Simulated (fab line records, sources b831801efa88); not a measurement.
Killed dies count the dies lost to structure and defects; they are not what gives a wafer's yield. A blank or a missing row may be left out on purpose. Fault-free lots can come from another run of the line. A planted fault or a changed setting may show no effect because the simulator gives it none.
fab line records | flow sky130
record lots=4 wafers=12 lastDay=49
route steps=708 shown VIA1@466 METAL2@483 VIA2@507 PAD_OPEN@708
lots with no fault: from the same line, run without faults
startH: hours from the record's opening day to when the first of the lot's shown wafers began | waitH: time in hours since the lot's previous step | " repeats the value in the row above | L1.1+2: one row covering several wafers at once | - no value present, or no start provided | * or withheld: withheld | < > ~ a bound
route shown NAME@n: names a module that has steps shown in the file, with the first one's number in the route | usual: the fault-free wafers' mean and standard deviation | same: alike in all rows | chamber/n: place in a boat | sites: per-site readings | _std_site: their standard deviation | _edge_site: mean of outer sites minus mean of inner sites | radiusMm: how far each site lies from the wafer's centre | mask NAME#n: copy n | behind: the tool/chamber that last shaped the wafer | hold: reason for holding the lot/hours on hold/outcome of the hold | device: names the non-switching transistor (n, p or np) | end of line: the tests these same wafers got at the end of their route | a step with no rows: only its recipe | killed: at the first sort, the dies lost to defects and structure; wafer yield is something else | map: shows each die of a wafer: x if killed, . if not, _ if none is there
set.NAME: the setting that was run; set.NAME@STEP: the one run at that earlier step | model.NAME: the simulator's own value behind a step, which no gauge read
lots at some steps of the route; a table a step, a row a wafer
services: when a tool's chamber went out of use (startH, in hours from the record's first day, below 0 if earlier), for how many hours, and the reason
## steps
# step SKY_VIA1_SOFTBAKE_08
# recipe tempC=100 timeS=90 resist=KrF-thick
# step SKY_VIA1_EXPOSE_09
# recipe maskId=VIM na=0.8 sourceShape=annular sigmaInner=0.55 sigmaOuter=0.85 targetCdNm=150 doseMj=38
# step SKY_VIA1_PEB_10
# recipe pebTempC=withheld pebTimeS=withheld resist=KrF-thick
# step SKY_VIA1_DEVELOP_11
# recipe developTimeS=60 resist=KrF-thick devTempC=21
# step SKY_VIA1_ETCH_14
# recipe chemistry=N2/H2 target=BARC ionEnergyEv=200 sourceW=500 biasW=100 pressureMtorr=30 n2FlowSccm=100 h2FlowSccm=200 stopOn=SiO2 timeS=45.9 targetDepthA=600
# step SKY_VIA1_ETCH_15
# recipe target=SiO2 chemistry=C4F8/O2/Ar targetDepthNm=351 stopOn=TiN maskMaterial=KrF-thick sourceW=1500 biasW=1200 pressureMtorr=40 c4f8FlowSccm=withheld O2_flow_sccm=6 Ar_flow_sccm=300 timeS=54
# step SKY_VIA1_STRIP_16
# recipe chemistry=O2/N2 powerW=1400 pressureMtorr=1500 platenTempC=withheld o2FlowSccm=3000 n2FlowSccm=300 overashFraction=0.5
# step SKY_VIA1_STRIP_17
# recipe chemistry=postEtchResidueRemover timeS=1200 tempC=72.5
# step SKY_VIA1_CLEAN_18
# recipe chemistry=IPA timeS=180 tempC=25
# step SKY_VIA1_CLEAN_19
# recipe chemistry=O3/DIW dry=n2Spin
# step SKY_VIA1_SPUTTER_20
# recipe material=TiN targetThkNm=20 chamberPressurePa=5 powerW=4000 timeS=80
# usual throttleValvePct=30.1/1.1
# columns lot.wafer tool chamber startH waitH throttleValvePct
L640.1 pvdSputter-03 - 843.13 0.0 31.8
L640.5 " - " " 30.2
L640.6 " - " " 31.5
L647.2 pvdSputter-03 - 889.19 0.0 29.3
L647.3 " - " " 30.5
L647.5 " - " " 30.2
L649.1 pvdSputter-03 - 905.91 0.0 29.6
L649.3 " - " " 31.7
L649.5 " - " " 29.6
L651.1 pvdSputter-04 - 921.55 0.0 30.1
L651.3 " - " " 30.4
L651.5 " - " " 29.7
# step SKY_VIA1_CVD_21
# recipe material=W targetThkNm=270 timeS=80.902 tempC=400 pressureTorr=40
# step SKY_VIA1_CMP_24
# recipe stopOn=SiO2 tOverpolishS=15 downForcePsi=3.5 platenRpm=60 targetThkNm=0 padVelocityMS=0.94248
# step SKY_METAL2_SPUTTER_00
# recipe material=Ti targetThkNm=15 powerW=3000 timeS=10 chamberPressurePa=0.4
# step SKY_METAL2_SPUTTER_01
# recipe material=TiN targetThkNm=20 powerW=6500 timeS=16.7 chamberPressurePa=0.4
# step SKY_METAL2_SPUTTER_02
# recipe material=AlCu targetThkNm=250 powerW=10600 timeS=13.3 chamberPressurePa=0.4
# step SKY_METAL2_SPUTTER_03
# recipe material=Ti targetThkNm=5 powerW=3000 timeS=3.3 chamberPressurePa=0.4
# step SKY_METAL2_SPUTTER_04
# recipe material=TiN targetThkNm=70 powerW=6500 timeS=58.3 chamberPressurePa=0.4
# step SKY_METAL2_DEHYDRATE_07
# recipe tempC=200 timeS=60
# step SKY_METAL2_HMDS_08
# recipe primeTimeS=60 primeTempC=120
# step SKY_METAL2_COAT_09
# recipe resist=BARC tempC=withheld timeS=withheld spinRpm=3000 resistThkNm=60
# step SKY_METAL2_COAT_10
# recipe resist=KrF-thick spinRpm=3000 resistThkNm=450
# step SKY_METAL2_SOFTBAKE_11
# recipe tempC=100 timeS=90 resist=KrF-thick
# step SKY_METAL2_EXPOSE_12
# recipe maskId=MM2 na=0.8 sourceShape=annular sigmaInner=0.55 sigmaOuter=0.85 targetCdNm=140 doseMj=28
# step SKY_METAL2_PEB_13
# recipe pebTempC=withheld pebTimeS=withheld resist=KrF-thick
# step SKY_METAL2_DEVELOP_14
# recipe developTimeS=60 resist=KrF-thick devTempC=21
# step SKY_METAL2_DESCUM_17
# recipe chemistry=O2 sourcePowerW=150 biasPowerW=0 pressureMtorr=10 tempC=40 timeS=8
# step SKY_METAL2_ETCH_18
# recipe chemistry=N2/H2 target=BARC ionEnergyEv=200 biasW=100 pressureMtorr=30 n2FlowSccm=100 h2FlowSccm=200 icpW=500 stopOn=SiO2 timeS=45.9 targetDepthA=600
# step SKY_METAL2_METAL_ETCH_19
# recipe targetDepthA=3600 stopOn=SiO2 overEtchFrac=0.3 timeS=78 chemistry=Cl2/BCl3 resistSidewallDeg=88 pressureMtorr=10 icpW=900 biasW=48.5 Cl2_flow_sccm=60 bcl3FlowSccm=30
# step SKY_METAL2_STRIP_20
# recipe chemistry=O2/N2 powerW=1400 pressureMtorr=1500 platenTempC=withheld o2FlowSccm=3000 n2FlowSccm=300 overashFraction=0.5
# step SKY_METAL2_STRIP_21
# recipe chemistry=postEtchResidueRemover timeS=1200 tempC=72.5
# step SKY_METAL2_CLEAN_22
# recipe chemistry=IPA timeS=180 tempC=25
# step SKY_METAL2_CLEAN_23
# recipe chemistry=O3/DIW dry=n2Spin
# step SKY_VIA2_HDPCVD_00
# recipe material=SiO2 targetThkNm=1180 sigmaOpenFrac=0.3 timeS=196.7 tempC=400 sih4FlowSccm=60 pressureMtorr=6
# step SKY_PAD_OPEN_PROBE_99
# usual defectLimitedYield=82.6/1.9 killed_at_M0_to_M3=43/7 killed_at_M4_up=3.1/2 killedAtContacts=24/5.3 killedAtFrontEnd=15/4.2 killedAtOther=0.4/0.66 killedDies=86/9.5 killedOpen=47/7.4 killedShort=38/6.2 sort_bin_3_pad_short=0.9/0.44 sort_bin_5_function=10.2/1.4 sort_bin_6_memory=6.4/1.1 sortNPass=406/9.5 sortYieldPct=82.6/1.9
# same grossDies=492 killedAtBackSide=0 sort_bin_4_leakage[%]=0 sort_bin_8_speed[%]=0
# columns lot.wafer tool chamber startH waitH hold defectLimitedYield[%] killed_at_M0_to_M3 killed_at_M4_up killedAtContacts killedAtFrontEnd killedAtOther killedDies killedOpen killedShort sort_bin_3_pad_short[%] sort_bin_5_function[%] sort_bin_6_memory[%] sortNPass sortYieldPct[%] model.etest.tester.sortNPass model.etest.tester.sortYieldPct model.etest.tester.sort_bin_5_pct model.etest.tester.sort_bin_3_pct
L640.1 prober-02 - 1115.89 0.1 - 78.3 58 4 28 17 0 107 53 54 1.2 11.4 9.1 385 78.3 385 78.25 11.38 1.22
L640.5 prober-02 - 1116.09 0.2 - 84.1 42 9 19 7 1 78 38 40 0.8 9.8 5.3 414 84.1 414 84.15 9.756 0.813
L640.6 prober-02 - 1116.14 0.2 - 79.7 62 5 20 13 0 100 57 43 0.4 13.6 6.3 392 79.7 392 79.67 13.62 0.4065
L647.2 prober-01 - 1150.12 0.1 awaitDispo/3.5h/release 72.4 91 3 23 18 1 136 31 52 3.0 16.7 7.9 356 72.4 356 72.36 16.67 3.049
L647.3 prober-01 - 1150.17 0.2 awaitDispo/3.5h/release 76.4 69 2 32 13 0 116 49 31 2.4 14.4 6.7 376 76.4 376 76.42 14.43 2.439
L647.5 prober-01 - 1150.27 0.2 awaitDispo/3.5h/release 74.6 83 4 27 11 0 125 52 37 3.3 14.2 7.9 367 74.6 367 74.59 14.23 3.252
L649.1 prober-01 - 1160.64 0.1 awaitDispo/3.7h/release 74.4 96 1 22 7 0 126 38 36 2.4 14.8 8.3 366 74.4 366 74.39 14.84 2.439
L649.3 prober-01 - 1160.74 0.2 awaitDispo/3.7h/release 74.6 94 4 14 13 0 125 35 39 3.9 14.4 7.1 367 74.6 367 74.59 14.43 3.862
L649.5 prober-01 - 1160.84 0.2 awaitDispo/3.7h/release 76.4 72 3 24 17 0 116 42 32 2.0 14.2 7.3 376 76.4 376 76.42 14.23 2.033
L651.1 prober-01 - 1172.35 0.1 - 82.7 36 3 26 20 0 85 53 32 1.6 8.3 7.3 407 82.7 407 82.72 8.333 1.626
L651.3 prober-01 - 1172.45 0.2 - 81.5 53 1 22 15 0 91 45 46 1.0 10.6 6.9 401 81.5 401 81.5 10.57 1.016
L651.5 prober-01 - 1172.55 0.2 - 82.1 49 2 21 16 0 88 49 39 0.6 10.4 6.9 404 82.1 404 82.11 10.37 0.6098
# killed by level:class
L640.1 METAL1:geometricParticle:short=11 CONTACT:geometricParticle:open=9 VIA2:geometricParticle:open=9 VIA1:geometricParticle:open=8 VIA1:geometricParticle:short=7 LOCAL_INTERCONNECT:geometricParticle:short=6 LI_CONTACT:geometricParticle:open=6 FIELD_ISO:geometricParticle:open=5
L640.5 VIA2:geometricParticle:open=9 VIA1:geometricParticle:open=8 METAL4:geometricParticle:short=7 METAL2:geometricParticle:short=6 VIA3:geometricParticle:open=5 LI_CONTACT:geometricParticle:short=5 LI_CONTACT:geometricParticle:open=5 VIA1:geometricParticle:short=5
L640.6 VIA3:geometricParticle:open=13 VIA1:geometricParticle:open=10 VIA2:geometricParticle:open=9 CONTACT:geometricParticle:open=9 FIELD_ISO:geometricParticle:open=7 METAL2:geometricParticle:short=7 METAL1:geometricParticle:short=6 VIA1:geometricParticle:short=6
L647.2 VIA1:unspecified=53 CONTACT:geometricParticle:short=9 FIELD_ISO:geometricParticle:short=8 VIA1:geometricParticle:open=8 FIELD_ISO:geometricParticle:open=7 METAL1:geometricParticle:short=7 VIA3:geometricParticle:short=5 LOCAL_INTERCONNECT:geometricParticle:short=4
L647.3 VIA1:unspecified=36 CONTACT:geometricParticle:open=12 VIA1:geometricParticle:open=11 LI_CONTACT:geometricParticle:open=7 FIELD_ISO:geometricParticle:short=5 VIA3:geometricParticle:open=5 METAL1:geometricParticle:short=5 POLY_GATE:geometricParticle:open=4
L647.5 VIA1:unspecified=36 LI_CONTACT:geometricParticle:open=10 VIA3:geometricParticle:open=10 VIA2:geometricParticle:open=9 CONTACT:geometricParticle:open=8 VIA1:geometricParticle:short=7 VIA1:geometricParticle:open=6 CONTACT:geometricParticle:short=5
L649.1 VIA1:unspecified=52 LI_CONTACT:geometricParticle:open=9 VIA1:geometricParticle:open=9 VIA3:geometricParticle:open=8 VIA1:geometricParticle:short=7 VIA3:geometricParticle:short=5 CONTACT:geometricParticle:open=5 CONTACT:geometricParticle:short=4
L649.3 VIA1:unspecified=51 VIA1:geometricParticle:short=7 VIA2:geometricParticle:open=7 VIA3:geometricParticle:open=6 CONTACT:geometricParticle:open=5 METAL1:geometricParticle:short=5 FIELD_ISO:geometricParticle:short=4 LI_CONTACT:geometricParticle:open=4
L649.5 VIA1:unspecified=42 CONTACT:geometricParticle:open=11 VIA2:geometricParticle:open=8 FIELD_ISO:geometricParticle:short=6 LI_CONTACT:geometricParticle:open=5 VIA1:geometricParticle:open=5 LOCAL_INTERCONNECT:geometricParticle:short=4 VIA3:geometricParticle:open=4
L651.1 VIA1:geometricParticle:open=16 LI_CONTACT:geometricParticle:open=12 FIELD_ISO:geometricParticle:open=7 CONTACT:geometricParticle:open=7 LOCAL_INTERCONNECT:geometricParticle:short=5 VIA1:geometricParticle:short=5 FIELD_ISO:geometricParticle:short=3 POLY_GATE:geometricParticle:short=3
L651.3 VIA1:geometricParticle:open=10 VIA2:geometricParticle:open=9 METAL3:geometricParticle:short=8 LI_CONTACT:geometricParticle:open=7 CONTACT:geometricParticle:short=7 METAL1:geometricParticle:short=7 VIA3:geometricParticle:short=5 VIA3:geometricParticle:open=5
L651.5 VIA1:geometricParticle:open=15 FIELD_ISO:geometricParticle:open=8 LI_CONTACT:geometricParticle:open=8 CONTACT:geometricParticle:open=8 METAL1:geometricParticle:short=7 VIA1:geometricParticle:short=6 METAL2:geometricParticle:short=6 VIA2:geometricParticle:open=6
# map L647.2 (x killed, . not)
__________.........._________
________x..x.....x.x.._______
______........x........._____
_____x....xx....x.x......____
____x.xx..x........x......___
___....xxxxx.......x...xx..__
__....xxxxxxxx....x........._
_.x.xxxxxxxxxx...x.x.x.x.x...
_...xxxxxxxxx.x....x..x......
_.....xxxxxxxx............xxx
_..x..xxxxxx.x....x..........
_x....x..xxx.x.............x.
_.x.x.xx.x....x.x...x..x..x..
_........xx....x.x.x..x......
_....x.......x..x.....x.....x
__x....x.x.x.............x.._
___....x.xx........x.......__
____..x....x...x..........___
_____x..xx..xx.......x...____
______x....x.......x.x.._____
________...x.x...xxx.._______
__________........x._________
# map L649.1 (x killed, . not)
__________........x._________
________x............._______
______x........x.x....xx_____
_____...x.....xx.x.......____
____...xx..............x..___
___.x.xx.xx.............x..__
__....xxxxxxx......x..x....._
_x...xxxxxxxxx..........x....
_x...xxxxxxxx....x....x..x...
_..x.xxxxxxxxx.....x.....x...
_..x.xxxxxxxx....x..x........
_...x.xxxxxxx..x......x.....x
_.......x...x.......x......x.
_.x........x.......x.x.x.....
_x..x..........x........x....
__...x...x...x....x......xxx_
___.x..........xx...x....x.__
____.......x...x......x...___
_____....xx........xxx...____
______.....x.........xx._____
________............x._______
__________...x.x.x.._________
## services
# columns tool chamber startH hours kind
pvdSputter-03 - 824.07 3.8 repair
pvdSputter-03 1 847.33 - consumableReplace:kit
pvdSputter-03 1 847.33 18.0 scheduledDown
pvdSputter-03 1 847.33 18.0 ventCycle
pvdSputter-04 0 855.49 - consumableReplace:kit
pvdSputter-04 0 855.49 18.0 scheduledDown
pvdSputter-04 0 855.49 18.0 ventCycle
## key
firstSign step=SKY_PAD_OPEN_PROBE_99 reading=killed_at_M0_to_M3 direction=up sigmas=5.9 usual=43 struck=84
effect step=SKY_PAD_OPEN_PROBE_99 reading=sort_bin_3_pad_short direction=up sigmas=4.5 usual=0.9 struck=2.8
modelEffect step=SKY_PAD_OPEN_PROBE_99 value=etest.tester.sortNPass without=408.7 struck=368
metAt SKY_VIA1_SPUTTER_20
struckWafers L647.2,L647.3,L647.5,L649.1,L649.3,L649.5
onsetBetween 843.13 889.19
fault kind=chamberParticleSource tool=pvdSputter-03 chamber=- onsetH=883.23 steps=SKY_VIA1_SPUTTER_20 ratePerVisitCm2=0.81674 endH=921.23
